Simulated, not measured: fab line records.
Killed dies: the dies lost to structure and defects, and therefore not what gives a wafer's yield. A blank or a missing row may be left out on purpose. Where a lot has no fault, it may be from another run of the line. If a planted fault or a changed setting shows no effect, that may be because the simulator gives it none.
Matching of chambers || flow sky130 || rie diel-04 running SKY_POLY_CUT_ETCH_10: 4 sister chambers
The step etches BARC in N2/H2, stops on SiO2, time 45.9 s, target depth 60 nm. 6 wafers are shown with their chamber, then 7 later ones without.

== WAFERS PAIRED WITH THEIR CHAMBERS ==
{"wafer": "L076.6", "chamber": 3, "oes product au (a.u.)": 0.856, "chamber pressure mTorr (mTorr)": 30.039}
{"wafer": "L080.6", "chamber": 1, "oes product au (a.u.)": 0.851, "chamber pressure mTorr (mTorr)": 30.019}
{"wafer": "L081.2", "chamber": 1, "oes product au (a.u.)": 0.860, "chamber pressure mTorr (mTorr)": 30.011}
{"wafer": "L081.5", "chamber": 2, "oes product au (a.u.)": 0.852, "chamber pressure mTorr (mTorr)": 29.958}
{"wafer": "L090.1", "chamber": 2, "oes product au (a.u.)": 0.852, "chamber pressure mTorr (mTorr)": 30.032}
{"wafer": "L090.2", "chamber": 0, "oes product au (a.u.)": 0.861, "chamber pressure mTorr (mTorr)": 30.005}

== WAFERS WHOSE CHAMBER IS MISSING ==
{"wafer": "L090.6", "oes product au (a.u.)": 0.847, "chamber pressure mTorr (mTorr)": 30.004}
{"wafer": "L094.2", "oes product au (a.u.)": 0.857, "chamber pressure mTorr (mTorr)": 30.014}
{"wafer": "L094.3", "oes product au (a.u.)": 0.856, "chamber pressure mTorr (mTorr)": 29.983}
{"wafer": "L094.5", "oes product au (a.u.)": 0.845, "chamber pressure mTorr (mTorr)": 30.027}
{"wafer": "L097.1", "oes product au (a.u.)": 0.863, "chamber pressure mTorr (mTorr)": 30.033}
{"wafer": "L097.2", "oes product au (a.u.)": 0.849, "chamber pressure mTorr (mTorr)": 30.001}
{"wafer": "L097.4", "oes product au (a.u.)": 0.859, "chamber pressure mTorr (mTorr)": 30.007}

== WHICH CHAMBER EACH ONE RAN IN ==
{"wafer": "L090.6", "from the rows above": "can't be placed: 2 or 1 or 3 or 0", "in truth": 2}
{"wafer": "L094.2", "from the rows above": "can't be placed: 1 or 3 or 0 or 2", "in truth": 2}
{"wafer": "L094.3", "from the rows above": "can't be placed: 1 or 2 or 0 or 3", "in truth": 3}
{"wafer": "L094.5", "from the rows above": "can't be placed: 2 or 1 or 3 or 0", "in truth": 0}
{"wafer": "L097.1", "from the rows above": "can't be placed: 0 or 3 or 1 or 2", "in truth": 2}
{"wafer": "L097.2", "from the rows above": "can't be placed: 2 or 1 or 3 or 0", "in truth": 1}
{"wafer": "L097.4", "from the rows above": "can't be placed: 0 or 1 or 3 or 2", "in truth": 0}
Correct placement for 0 of the 7. Unplaceable from these rows: 7, with the true chamber sitting among the candidates in 7. 0 placed wrongly.
How it was worked out, from the rows above alone: a wafer's distance from a chamber is the root of the sum, over the readings, of the square of ((its reading less the chamber's mean) divided by the reading's scatter). The wafer belongs to the nearest chamber; if the next one is less than 2 further off, it can't be placed. A chamber's mean is the mean of its shown wafers. The scatter: the root of (the sum of the squares of (reading less its chamber's mean) over the shown wafers, divided by (wafers less chambers)).
